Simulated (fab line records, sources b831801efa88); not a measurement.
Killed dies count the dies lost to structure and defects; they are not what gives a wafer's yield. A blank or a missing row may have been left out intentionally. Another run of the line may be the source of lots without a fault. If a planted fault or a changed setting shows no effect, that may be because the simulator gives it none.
Matching of chambers | flow sky130 | SKY_FIELD_ISO_ETCH_17 on rie si-01: 4 sister chambers
The step etches Si in HBr/Cl2/O2, target depth 342 nm, time 97.7 s. 14 wafers are shown with their chamber, then 7 later ones without.

== WAFERS, EACH WITH ITS CHAMBER ==
wafer  | chamber | drypump motor current A (A) | oes product au (a.u.) | throttle valve pct (%)
L722.1 | 1       | 5.1                         | 1.000                 | 25.667
L722.4 | 2       | 6.3                         | 1.013                 | 25.633
L722.6 | 3       | 6.0                         | 1.012                 | 25.650
L728.1 | 1       | 5.1                         | 1.000                 | 25.664
L728.3 | 3       | 6.0                         | 0.991                 | 25.663
L728.4 | 0       | 5.5                         | 0.986                 | 25.668
L735.3 | 3       | 6.0                         | 0.987                 | 25.666
L735.5 | 1       | 5.0                         | 0.985                 | 25.674
L735.6 | 0       | 5.5                         | 0.986                 | 25.658
L738.1 | 1       | 5.1                         | 0.993                 | 25.659
L738.5 | 1       | 5.1                         | 0.990                 | 25.672
L738.6 | 2       | 6.3                         | 1.007                 | 25.654
L740.2 | 3       | 6.0                         | 1.003                 | 25.642
L740.4 | 2       | 6.2                         | 1.012                 | 25.643

SIGNATURES, as means of the wafers listed above
reading                 | chamber 0 | chamber 1 | chamber 2 | chamber 3 | scatter within a chamber
drypump motor current A | 5.500     | 5.080     | 6.267     | 6.000     | 0.0383
oes product au          | 0.98600   | 0.99360   | 1.01067   | 0.99825   | 0.00762
throttle valve pct      | 25.66300  | 25.66720  | 25.64333  | 25.65525  | 0.00892
Rule: a wafer lies at a distance from a chamber equal to the root of the sum of squares, over the readings, of (its reading less the chamber's mean, divided by the reading's scatter). The wafer belongs to the nearest chamber; if the next one is less than 2 further off, it can't be placed. How the scatter is found: for the shown wafers, subtract from each reading the mean of its chamber, square and add these, divide the total by (wafers less chambers), then take the root.

== WAFERS WITHOUT THEIR CHAMBER ==
wafer  | drypump motor current A (A) | oes product au (a.u.) | throttle valve pct (%)
L740.6 | 5.0                         | 0.993                 | 25.651
L741.1 | 5.6                         | 0.981                 | 25.677
L741.2 | 6.3                         | 0.997                 | 25.666
L741.5 | 5.6                         | 0.977                 | 25.662
L742.4 | 5.0                         | 0.998                 | 25.643
L742.5 | 6.3                         | 1.013                 | 25.647
L742.6 | 5.0                         | 0.996                 | 25.642

== WHICH CHAMBER EACH WENT THROUGH ==
wafer  | from the rows above | in truth
L740.6 | 1                   | 1
L741.1 | 0                   | 0
L741.2 | 2                   | 2
L741.5 | 0                   | 0
L742.4 | 1                   | 1
L742.5 | 2                   | 2
L742.6 | 1                   | 1
Correctly placed: 7 of 7. Can't be placed from these rows: 0. 0 placed wrongly.
